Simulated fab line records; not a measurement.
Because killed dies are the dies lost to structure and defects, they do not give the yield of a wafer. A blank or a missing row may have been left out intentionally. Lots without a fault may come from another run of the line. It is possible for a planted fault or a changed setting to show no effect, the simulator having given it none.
fab line records + flow gf180mcu
record
- lots=15
- wafers=45
- lastDay=34
route steps=602 shown LVPWELL@58 VT_IMPLANT@132 POLY_GATE@167
lots that met no fault: from a run of the same line without faults
startH: the number of hours between the record's first day and the start of the first shown wafer of the lot + waitH: hours from the lot's prior step to this one + " repeats the value in the row above + L1.1+2: a single row standing in for several wafers + - no value, or no start given + * or withheld: withheld + < > ~ a bound
route shown NAME@n: names a module that has steps shown in the file, with the first one's number in the route + usual: mean/standard deviation of fault-free wafers + same: alike in all rows + chamber/n: place in a boat + sites: each site's reading + _std_site: standard deviation across them + _edge_site: mean of outer sites minus mean of inner sites + radiusMm: for every site, how far away it sits from the centre of the wafer + mask NAME#n: copy n + behind: the last tool/chamber to shape the wafer + hold: the reason the lot was held/the length of the hold in hours/how it ended + device: whichever transistor did not switch (one of n, p or np) + end of line: the tests these same wafers got at the end of their route + where a step has no rows: the recipe by itself + killed: not the wafer's yield, but the dies lost to structure and defects at the first sort + map: dies across one wafer; x = killed, . = not, _ = none there
set.NAME: setting as actually run; set.NAME@STEP: the setting as run at that earlier step + model.NAME: the simulator's own value behind a step, which no gauge read
a sample of lots followed through the steps of the route, with each step as a table and each wafer as a row
services: from which hour (startH, from the record's first day; less than 0 if before it) a tool's chamber was out of use, for how many hours, and why
## steps
# step GF_LVPWELL_EXPOSE_04
# recipe
- maskId=LVPWELL
- targetCdNm=600
- na=0.6
- sourceShape=conventional
- sigmaOuter=0.6
- doseMj=260
# usual
- exposureDoseMJCm2=260.00/0.25
- focusOffsetNm=0.0/0.45
- sigmaOuter=0.6/0
- stageVelMmS=499.97/0.21
| lot.wafer | tool            | chamber | startH | waitH | mask      | exposureDoseMJCm2 | focusOffsetNm | sigmaOuter | stageVelMmS |
|-----------|-----------------|---------|--------|-------|-----------|-------------------|---------------|------------|-------------|
| L627.3    | ilineStepper-01 | 0       | 68.37  | -     | LVPWELL#0 | 260.10            | 0.0           | 0.6        | 499.81      |
| L627.5    | "               | 0       | "      | "     | LVPWELL#0 | 260.02            | 0.2           | 0.6        | 499.71      |
| L627.6    | "               | 0       | "      | "     | LVPWELL#0 | 260.17            | 0.0           | 0.6        | 499.68      |
| L629.2    | ilineStepper-01 | 0       | 75.47  | -     | LVPWELL#0 | 260.00            | -0.1          | 0.6        | 500.08      |
| L629.3    | "               | 0       | "      | "     | LVPWELL#0 | 260.09            | 0.2           | 0.6        | 500.20      |
| L629.6    | "               | 0       | "      | "     | LVPWELL#0 | 260.00            | -0.6          | 0.6        | 500.44      |
| L630.1    | ilineStepper-01 | 0       | 80.18  | -     | LVPWELL#0 | 260.11            | 0.4           | 0.6        | 499.94      |
| L630.4    | "               | 0       | "      | "     | LVPWELL#0 | 259.88            | 0.1           | 0.6        | 499.80      |
| L630.5    | "               | 0       | "      | "     | LVPWELL#0 | 260.22            | 0.7           | 0.6        | 500.21      |
| L631.2    | ilineStepper-01 | 0       | 86.45  | -     | LVPWELL#0 | 259.36            | -0.4          | 0.6        | 499.85      |
| L631.3    | "               | 0       | "      | "     | LVPWELL#0 | 259.51            | 0.0           | 0.6        | 499.61      |
| L631.4    | "               | 0       | "      | "     | LVPWELL#0 | 259.88            | -0.1          | 0.6        | 499.65      |
| L635.1    | ilineStepper-01 | 0       | 110.28 | -     | LVPWELL#0 | 260.32            | -0.2          | 0.6        | 500.09      |
| L635.4    | "               | 0       | "      | "     | LVPWELL#0 | 260.12            | -0.1          | 0.6        | 500.33      |
| L635.6    | "               | 0       | "      | "     | LVPWELL#0 | 260.50            | 0.6           | 0.6        | 499.74      |
| L637.1    | ilineStepper-02 | 0       | 122.60 | -     | LVPWELL#0 | 260.46            | -0.8          | 0.6        | 500.40      |
| L637.3    | "               | 0       | "      | "     | LVPWELL#0 | 260.17            | 0.7           | 0.6        | 500.06      |
| L637.5    | "               | 0       | "      | "     | LVPWELL#0 | 260.23            | -0.1          | 0.6        | 500.16      |
| L640.1    | ilineStepper-02 | 0       | 131.68 | -     | LVPWELL#0 | 260.39            | -0.4          | 0.6        | 499.81      |
| L640.3    | "               | 0       | "      | "     | LVPWELL#0 | 259.79            | 0.3           | 0.6        | 499.77      |
| L640.4    | "               | 0       | "      | "     | LVPWELL#0 | 260.35            | -0.5          | 0.6        | 499.64      |
| L641.3    | ilineStepper-02 | 0       | 138.28 | -     | LVPWELL#0 | 260.31            | 0.1           | 0.6        | 499.85      |
| L641.4    | "               | 0       | "      | "     | LVPWELL#0 | 259.71            | 0.1           | 0.6        | 499.67      |
| L641.6    | "               | 0       | "      | "     | LVPWELL#0 | 260.15            | -0.2          | 0.6        | 499.80      |
| L642.1    | ilineStepper-02 | 0       | 149.33 | -     | LVPWELL#0 | 260.02            | -0.8          | 0.6        | 500.20      |
| L642.3    | "               | 0       | "      | "     | LVPWELL#0 | 259.68            | -0.3          | 0.6        | 500.20      |
| L642.5    | "               | 0       | "      | "     | LVPWELL#0 | 260.21            | 0.1           | 0.6        | 500.22      |
| L643.1    | ilineStepper-01 | 0       | 150.86 | -     | LVPWELL#0 | 259.50            | -0.2          | 0.6        | 500.04      |
| L643.4    | "               | 0       | "      | "     | LVPWELL#0 | 259.87            | -1.2          | 0.6        | 500.03      |
| L643.6    | "               | 0       | "      | "     | LVPWELL#0 | 259.77            | -1.0          | 0.6        | 499.85      |
| L646.1    | ilineStepper-01 | -       | 167.23 | -     | LVPWELL#0 | -                 | -             | -          | -           |
| L646.2    | "               | -       | "      | "     | LVPWELL#0 | -                 | -             | -          | -           |
| L646.5    | "               | -       | "      | "     | LVPWELL#0 | -                 | -             | -          | -           |
| L647.2    | ilineStepper-02 | -       | 179.82 | -     | LVPWELL#0 | -                 | -             | -          | -           |
| L647.3    | "               | -       | "      | "     | LVPWELL#0 | -                 | -             | -          | -           |
| L647.6    | "               | -       | "      | "     | LVPWELL#0 | -                 | -             | -          | -           |
| L649.1    | ilineStepper-02 | -       | 187.34 | -     | LVPWELL#0 | -                 | -             | -          | -           |
| L649.2    | "               | -       | "      | "     | LVPWELL#0 | -                 | -             | -          | -           |
| L649.6    | "               | -       | "      | "     | LVPWELL#0 | -                 | -             | -          | -           |
| L648.1    | ilineStepper-02 | 0       | 188.74 | -     | LVPWELL#0 | 260.25            | -0.5          | 0.6        | 500.19      |
| L648.3    | "               | 0       | "      | "     | LVPWELL#0 | 259.98            | 0.4           | 0.6        | 500.33      |
| L648.4    | "               | 0       | "      | "     | LVPWELL#0 | 259.52            | 0.1           | 0.6        | 499.84      |
| L650.1    | ilineStepper-01 | 0       | 193.36 | -     | LVPWELL#0 | 260.24            | -0.2          | 0.6        | 500.06      |
| L650.5    | "               | 0       | "      | "     | LVPWELL#0 | 259.96            | 0.1           | 0.6        | 500.20      |
| L650.6    | "               | 0       | "      | "     | LVPWELL#0 | 260.04            | 0.2           | 0.6        | 499.94      |
# step GF_VT_IMPLANT_STRIP_42
# recipe
- chemistry=O2/N2
- powerW=1400
- pressureMtorr=1500
- platenTempC=250
- o2FlowSccm=3000
- n2FlowSccm=300
- overashFraction=0.5
# usual
- drypumpMotorCurrentA=5.7/0.36
- heaterPowerW=330/17
- oesProductAu=0.717/0.0044
- stripTimeToEndpointS=12.64/0.035
# same
- overashFraction=0.5
| lot.wafer | tool           | chamber | startH | waitH | drypumpMotorCurrentA | heaterPowerW | oesProductAu | rfHoursCounterH | stripTimeToEndpointS |
|-----------|----------------|---------|--------|-------|----------------------|--------------|--------------|-----------------|----------------------|
| L627.3    | plasmaAsher-02 | 1       | 164.28 | 0.1   | 5.7                  | 325          | 0.711        | -               | 12.63                |
| L627.5    | "              | 0       | "      | "     | 6.2                  | 339          | 0.719        | -               | 12.66                |
| L627.6    | "              | 1       | "      | "     | 5.7                  | 323          | 0.719        | -               | 12.63                |
| L629.2    | plasmaAsher-04 | 0       | 172.57 | 0.1   | 5.8                  | 310          | 0.717        | 55              | 12.71                |
| L629.3    | "              | 1       | "      | "     | 5.1                  | 340          | 0.718        | -               | 12.71                |
| L629.6    | "              | 0       | "      | "     | 5.8                  | 307          | 0.716        | -               | 12.71                |
| L630.1    | plasmaAsher-01 | 1       | 175.17 | 0.1   | 5.6                  | 356          | 0.716        | 51              | 12.62                |
| L630.4    | "              | 1       | "      | "     | 5.6                  | 358          | 0.721        | -               | 12.63                |
| L630.5    | "              | 0       | "      | "     | 6.1                  | 337          | 0.724        | -               | 12.66                |
| L631.2    | plasmaAsher-04 | 0       | 182.41 | 0.1   | 5.8                  | 304          | 0.720        | 56              | 12.62                |
| L631.3    | "              | 1       | "      | "     | 5.1                  | 342          | 0.721        | -               | 12.59                |
| L631.4    | "              | 0       | "      | "     | 5.8                  | 315          | 0.721        | -               | 12.64                |
| L635.1    | plasmaAsher-04 | 0       | 211.59 | 0.1   | 5.8                  | 297          | 0.717        | 59              | 12.64                |
| L635.4    | "              | 0       | "      | "     | 5.8                  | 305          | 0.719        | -               | 12.62                |
| L635.6    | "              | 1       | "      | "     | 5.1                  | 340          | 0.716        | -               | 12.65                |
| L637.1    | plasmaAsher-02 | 0       | 228.07 | 0.1   | 6.2                  | 339          | 0.717        | 46              | 12.66                |
| L637.3    | "              | 0       | "      | "     | 6.2                  | 341          | 0.713        | -               | 12.61                |
| L637.5    | "              | 1       | "      | "     | 5.7                  | 328          | 0.714        | -               | 12.69                |
| L640.1    | plasmaAsher-01 | 0       | 239.36 | 0.1   | 6.1                  | 320          | 0.706        | 57              | 12.59                |
| L640.3    | "              | 0       | "      | "     | 6.1                  | 327          | 0.717        | -               | 12.60                |
| L640.4    | "              | 1       | "      | "     | 5.6                  | 351          | 0.708        | -               | 12.65                |
| L641.3    | plasmaAsher-01 | 0       | 248.18 | 0.1   | 6.1                  | 322          | 0.716        | -               | 12.65                |
| L641.4    | "              | 1       | "      | "     | 5.7                  | 355          | 0.717        | -               | 12.57                |
| L641.6    | "              | 0       | "      | "     | 6.1                  | 325          | 0.712        | -               | 12.61                |
| L642.1    | plasmaAsher-02 | 1       | 262.62 | 0.1   | 5.7                  | 325          | 0.710        | 50              | 12.63                |
| L642.3    | "              | 1       | "      | "     | 5.7                  | 330          | 0.720        | -               | 12.65                |
| L642.5    | "              | 0       | "      | "     | 6.2                  | 345          | 0.719        | -               | 12.65                |
| L643.1    | plasmaAsher-02 | 0       | 264.06 | 0.1   | 6.2                  | 346          | 0.715        | 50              | 12.62                |
| L643.4    | "              | 1       | "      | "     | 5.7                  | 323          | 0.710        | -               | 12.64                |
| L643.6    | "              | 0       | "      | "     | 6.2                  | 342          | 0.708        | -               | 12.67                |
| L646.1    | plasmaAsher-02 | 1       | 283.12 | 0.1   | 5.7                  | 327          | 0.718        | 52              | 12.69                |
| L646.2    | "              | 0       | "      | "     | 6.2                  | 342          | 0.717        | 52              | 12.68                |
| L646.5    | "              | 0       | "      | "     | 6.2                  | 351          | 0.714        | -               | 12.70                |
| L647.2    | plasmaAsher-04 | 1       | 296.87 | 0.1   | 5.1                  | 348          | 0.721        | 68              | 12.65                |
| L647.3    | "              | 0       | "      | "     | 5.8                  | 299          | 0.721        | -               | 12.64                |
| L647.6    | "              | 0       | "      | "     | 5.8                  | 304          | 0.722        | -               | 12.63                |
| L649.1    | plasmaAsher-01 | 0       | 306.94 | 0.1   | 6.1                  | 328          | 0.721        | 64              | 12.60                |
| L649.2    | "              | 1       | "      | "     | 5.6                  | 362          | 0.718        | 64              | 12.62                |
| L649.6    | "              | 0       | "      | "     | 6.1                  | 324          | 0.719        | -               | 12.63                |
| L648.1    | plasmaAsher-04 | 1       | 308.61 | 0.1   | 5.1                  | 334          | 0.718        | 70              | 12.63                |
| L648.3    | "              | 0       | "      | "     | 5.8                  | 306          | 0.714        | -               | 12.62                |
| L648.4    | "              | 1       | "      | "     | 5.1                  | 339          | 0.712        | -               | 12.60                |
| L650.1    | plasmaAsher-02 | 0       | 314.36 | 0.1   | 6.2                  | 344          | 0.719        | 55              | 12.62                |
| L650.5    | "              | 0       | "      | "     | 6.2                  | 343          | 0.715        | -               | 12.68                |
| L650.6    | "              | 1       | "      | "     | 5.7                  | 324          | 0.713        | -               | 12.68                |
# step GF_POLY_GATE_CD_MEAS_10
# recipe
- targetCdNm=280
# usual
- cdNm=279.8/1.2
| lot.wafer | tool     | chamber | startH | waitH | cdNm  |
|-----------|----------|---------|--------|-------|-------|
| L627.3    | cdSem-02 | -       | 204.42 | 0.1   | 277.9 |
| L627.5    | "        | -       | "      | "     | 278.8 |
| L627.6    | "        | -       | "      | "     | 278.6 |
| L629.2    | cdSem-01 | -       | 212.13 | 0.1   | 280.2 |
| L629.3    | "        | -       | "      | "     | 280.0 |
| L629.6    | "        | -       | "      | "     | 281.5 |
| L630.1    | cdSem-02 | -       | 218.03 | 0.1   | 281.1 |
| L630.4    | "        | -       | "      | "     | 280.6 |
| L630.5    | "        | -       | "      | "     | 279.0 |
| L631.2    | cdSem-02 | -       | 222.13 | 0.1   | 279.2 |
| L631.3    | "        | -       | "      | "     | 279.5 |
| L631.4    | "        | -       | "      | "     | 279.1 |
| L635.1    | cdSem-01 | -       | 255.66 | 0.1   | 280.5 |
| L635.4    | "        | -       | "      | "     | 279.8 |
| L635.6    | "        | -       | "      | "     | 278.1 |
| L637.1    | cdSem-01 | -       | 270.93 | 0.1   | 281.1 |
| L637.3    | "        | -       | "      | "     | 281.5 |
| L637.5    | "        | -       | "      | "     | 282.4 |
| L640.1    | cdSem-02 | -       | 283.03 | 0.1   | 280.8 |
| L640.3    | "        | -       | "      | "     | 278.9 |
| L640.4    | "        | -       | "      | "     | 280.4 |
| L641.3    | cdSem-02 | -       | 298.28 | 0.1   | 280.0 |
| L641.4    | "        | -       | "      | "     | 279.7 |
| L641.6    | "        | -       | "      | "     | 278.6 |
| L643.1    | cdSem-01 | -       | 310.71 | 0.1   | 277.8 |
| L643.4    | "        | -       | "      | "     | 278.6 |
| L643.6    | "        | -       | "      | "     | 277.1 |
| L642.1    | cdSem-02 | -       | 310.99 | 0.1   | 281.0 |
| L642.3    | "        | -       | "      | "     | 281.2 |
| L642.5    | "        | -       | "      | "     | 279.7 |
| L646.1    | cdSem-02 | -       | 329.78 | 0.1   | 278.6 |
| L646.2    | "        | -       | "      | "     | 280.1 |
| L646.5    | "        | -       | "      | "     | 280.2 |
| L647.2    | cdSem-02 | -       | 351.83 | 0.1   | 280.0 |
| L647.3    | "        | -       | "      | "     | 279.7 |
| L647.6    | "        | -       | "      | "     | 280.1 |
| L649.1    | cdSem-01 | -       | 357.03 | 0.1   | 279.2 |
| L649.2    | "        | -       | "      | "     | 281.0 |
| L649.6    | "        | -       | "      | "     | 279.6 |
| L648.1    | cdSem-01 | -       | 357.38 | 0.1   | 281.0 |
| L648.3    | "        | -       | "      | "     | 281.9 |
| L648.4    | "        | -       | "      | "     | 282.2 |
| L650.1    | cdSem-02 | -       | 367.98 | 0.1   | 279.7 |
| L650.5    | "        | -       | "      | "     | 278.2 |
| L650.6    | "        | -       | "      | "     | 278.7 |
# step GF_POLY_GATE_STRIP_14
# recipe
- chemistry=O2/N2
- powerW=1400
- pressureMtorr=1500
- platenTempC=250
- o2FlowSccm=3000
- n2FlowSccm=300
- overashFraction=0.5
# usual
- drypumpMotorCurrentA=5.6/0.34
- heaterPowerW=340/21
- oesProductAu=0.505/0.0045
# same
- overashFraction=0.5
| lot.wafer | tool           | chamber | startH | waitH | drypumpMotorCurrentA | heaterPowerW | oesProductAu | rfHoursCounterH |
|-----------|----------------|---------|--------|-------|----------------------|--------------|--------------|-----------------|
| L627.3    | plasmaAsher-03 | 1       | 204.68 | 0.1   | 5.3                  | 331          | 0.505        | -               |
| L627.5    | "              | 0       | "      | "     | 6.0                  | 376          | 0.508        | -               |
| L627.6    | "              | 1       | "      | "     | 5.3                  | 340          | 0.499        | -               |
| L629.2    | plasmaAsher-04 | 0       | 212.37 | 0.0   | 5.8                  | 294          | 0.510        | 59              |
| L629.3    | "              | 0       | "      | "     | 5.8                  | 290          | 0.508        | -               |
| L629.6    | "              | 1       | "      | "     | 5.1                  | 338          | 0.507        | -               |
| L630.1    | plasmaAsher-01 | 0       | 218.29 | 0.0   | 6.1                  | 332          | 0.501        | 55              |
| L630.4    | "              | 1       | "      | "     | 5.6                  | 349          | 0.510        | -               |
| L630.5    | "              | 1       | "      | "     | 5.6                  | 366          | 0.507        | -               |
| L631.2    | plasmaAsher-04 | 0       | 222.37 | 0.0   | 5.8                  | 293          | 0.502        | 60              |
| L631.3    | "              | 0       | "      | "     | 5.8                  | 307          | 0.506        | -               |
| L631.4    | "              | 1       | "      | "     | 5.1                  | 334          | 0.508        | -               |
| L635.1    | plasmaAsher-04 | 0       | 255.92 | 0.0   | 5.8                  | 310          | 0.510        | 64              |
| L635.4    | "              | 0       | "      | "     | 5.8                  | 309          | 0.511        | -               |
| L635.6    | "              | 0       | "      | "     | 5.8                  | 304          | 0.508        | -               |
| L637.1    | plasmaAsher-03 | 1       | 271.19 | 0.0   | 5.4                  | 343          | 0.508        | 15              |
| L637.3    | "              | 0       | "      | "     | 6.0                  | 371          | 0.507        | -               |
| L637.5    | "              | 0       | "      | "     | 6.0                  | 369          | 0.508        | -               |
| L640.1    | plasmaAsher-04 | 1       | 283.29 | 0.0   | 5.1                  | 340          | 0.500        | 67              |
| L640.3    | "              | 0       | "      | "     | 5.8                  | 299          | 0.499        | -               |
| L640.4    | "              | 1       | "      | "     | 5.1                  | 342          | 0.504        | -               |
| L641.3    | plasmaAsher-01 | 1       | 298.53 | 0.1   | 5.6                  | 355          | 0.513        | -               |
| L641.4    | "              | 0       | "      | "     | 6.1                  | 326          | 0.497        | -               |
| L641.6    | "              | 1       | "      | "     | 5.6                  | 362          | 0.509        | -               |
| L643.1    | plasmaAsher-04 | 0       | 310.97 | 0.0   | 5.8                  | 309          | 0.501        | 70              |
| L643.4    | "              | 0       | "      | "     | 5.8                  | 306          | 0.498        | -               |
| L643.6    | "              | 1       | "      | "     | 5.1                  | 333          | 0.505        | -               |
| L642.1    | plasmaAsher-03 | 1       | 311.25 | 0.0   | 5.3                  | 349          | 0.505        | 19              |
| L642.3    | "              | 0       | "      | "     | 6.0                  | 359          | 0.501        | -               |
| L642.5    | "              | 0       | "      | "     | 6.0                  | 365          | 0.496        | -               |
| L646.1    | plasmaAsher-03 | 1       | 330.04 | 0.0   | 5.3                  | 340          | 0.506        | 21              |
| L646.2    | "              | 0       | "      | "     | 6.0                  | 365          | 0.510        | 21              |
| L646.5    | "              | 1       | "      | "     | 5.4                  | 337          | 0.510        | -               |
| L647.2    | plasmaAsher-04 | 1       | 352.07 | 0.0   | 5.1                  | 332          | 0.510        | 74              |
| L647.3    | "              | 1       | "      | "     | 5.1                  | 336          | 0.502        | -               |
| L647.6    | "              | 0       | "      | "     | 5.8                  | 309          | 0.505        | -               |
| L649.1    | plasmaAsher-04 | 0       | 357.30 | 0.0   | 5.8                  | 306          | 0.508        | 75              |
| L649.2    | "              | 1       | "      | "     | 5.1                  | 334          | 0.498        | 75              |
| L649.6    | "              | 0       | "      | "     | 5.8                  | 307          | 0.497        | -               |
| L648.1    | plasmaAsher-03 | 1       | 357.65 | 0.0   | 5.3                  | 336          | 0.507        | 24              |
| L648.3    | "              | 0       | "      | "     | 6.0                  | 362          | 0.503        | -               |
| L648.4    | "              | 1       | "      | "     | 5.3                  | 340          | 0.501        | -               |
| L650.1    | plasmaAsher-03 | 0       | 368.24 | 0.0   | 6.0                  | 362          | 0.512        | 25              |
| L650.5    | "              | 1       | "      | "     | 5.3                  | 336          | 0.501        | -               |
| L650.6    | "              | 0       | "      | "     | 6.0                  | 366          | 0.503        | -               |
## services
| tool            | chamber | startH | hours | kind                   |
|-----------------|---------|--------|-------|------------------------|
| ilineStepper-01 | -       | 48.42  | 1.1   | repair                 |
| plasmaAsher-03  | -       | 86.05  | 1.5   | repair                 |
| ilineStepper-02 | -       | 93.16  | 2.3   | repair                 |
| ilineStepper-01 | 0       | 105.78 | -     | calibration            |
| plasmaAsher-03  | -       | 107.76 | 1.1   | repair                 |
| plasmaAsher-03  | -       | 108.84 | 9.0   | pm                     |
| plasmaAsher-03  | 0       | 108.84 | 9.0   | ventCycle              |
| ilineStepper-02 | 0       | 114.14 | -     | calibration            |
| ilineStepper-01 | -       | 122.16 | 1.7   | pm                     |
| ilineStepper-01 | -       | 131.21 | 6.5   | repair                 |
| plasmaAsher-04  | -       | 155.47 | 2.8   | pm                     |
| ilineStepper-01 | -       | 179.58 | 2.5   | repair                 |
| plasmaAsher-02  | -       | 189.37 | 2.8   | pm                     |
| ilineStepper-02 | -       | 199.08 | 2.1   | pm                     |
| ilineStepper-02 | -       | 201.16 | -     | consumableReplace:lamp |
| ilineStepper-02 | -       | 231.90 | 1.7   | pm                     |
| ilineStepper-01 | -       | 240.60 | 0.6   | repair                 |
| ilineStepper-01 | -       | 265.00 | 5.2   | repair                 |
| plasmaAsher-04  | -       | 293.83 | 0.4   | repair                 |
| ilineStepper-01 | -       | 303.93 | 4.4   | pm                     |
| ilineStepper-01 | 0       | 318.69 | -     | calibration            |
| ilineStepper-02 | 0       | 330.21 | -     | calibration            |
| ilineStepper-01 | -       | 340.40 | 1.7   | pm                     |
| plasmaAsher-03  | -       | 362.47 | 0.9   | repair                 |
## key
firstSign
- step=GF_LVPWELL_EXPOSE_04
- reading=toolRecord
- direction=missing
effect none on later readings
metAt GF_LVPWELL_EXPOSE_04
struckLots L646,L647,L649
sortLeftOut L646.1,L646.2,L646.5,L647.2,L647.3,L647.6,L649.1,L649.2,L649.6
testerLeftOut L646,L647,L649
notActingAt GF_VT_IMPLANT_STRIP_42,GF_POLY_GATE_CD_MEAS_10,GF_POLY_GATE_STRIP_14
onsetBetween 150.86 167.23
fault
- kind=skippedStepWhole
- tool=ilineStepper-01,ilineStepper-02
- chamber=-
- onsetH=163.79
- steps=GF_LVPWELL_EXPOSE_04
- scope=struckLotsOnly
# testerLeftOut: of these lots the tester's yield and bins aren't shown, on N5 and GAA mostly nor the transistor test; their killed dies are dies lost to structure and defects alone, not to doping, threshold or leakage, so they don't give the yield
# sortLeftOut: the simulated sort isn't trusted on such a fault, so these wafers' sort isn't shown, and their yield isn't known
